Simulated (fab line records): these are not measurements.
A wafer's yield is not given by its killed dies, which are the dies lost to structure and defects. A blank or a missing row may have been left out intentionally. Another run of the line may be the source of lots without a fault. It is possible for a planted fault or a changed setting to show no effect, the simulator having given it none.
Chamber matching | flow sky130 | rieDiel-02 running SKY_CONTACT_ETCH_16: 4 sister chambers
The step etches BARC in N2/H2, stops on SiO2, time 45.9 s, target depth 60 nm. 7 wafers are shown with their chamber, then 7 later ones without.

WAFERS PAIRED WITH THEIR CHAMBERS
wafer  | chamber | h2FlowSccm (sccm) | throttleValvePct (%)
L570.5 | 2       | 200.5             | 13.208
L574.2 | 0       | 200.5             | 13.229
L574.5 | 2       | 200.1             | 13.213
L586.3 | 1       | 200.0             | 13.234
L586.6 | 3       | 199.5             | 13.236
L587.1 | 3       | 200.2             | 13.198
L587.4 | 1       | 199.7             | 13.216

WAFERS WITHOUT THEIR CHAMBER
wafer  | h2FlowSccm (sccm) | throttleValvePct (%)
L587.6 | 200.5             | 13.218
L589.1 | 200.0             | 13.218
L589.5 | 200.6             | 13.222
L589.6 | 199.9             | 13.222
L590.1 | 199.8             | 13.207
L590.4 | 199.7             | 13.245
L590.6 | 200.8             | 13.233

CHAMBER TAKEN BY EACH
wafer  | from the rows above               | in truth
L587.6 | can't be placed: 0 or 2 or 3 or 1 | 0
L589.1 | can't be placed: 3 or 1 or 2 or 0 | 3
L589.5 | can't be placed: 0 or 2 or 1 or 3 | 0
L589.6 | can't be placed: 1 or 3 or 2 or 0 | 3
L590.1 | can't be placed: 3 or 1 or 2 or 0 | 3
L590.4 | can't be placed: 1 or 3 or 0 or 2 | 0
L590.6 | can't be placed: 0 or 2 or 1 or 3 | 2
0 of 7 placed correctly. From these rows, 7 cannot be placed; in 7 the true chamber is one of the candidates. 0 placed wrongly.
How it was worked out, from the rows above alone: a wafer's distance from a chamber is the root of the sum, over the readings, of the square of ((its reading less the chamber's mean) divided by the reading's scatter). The wafer belongs to the nearest chamber; if the next one is less than 2 further off, it can't be placed. The mean given for a chamber averages the wafers shown for that chamber. The scatter: the root of (the sum of the squares of (reading less its chamber's mean) over the shown wafers, divided by (wafers less chambers)).
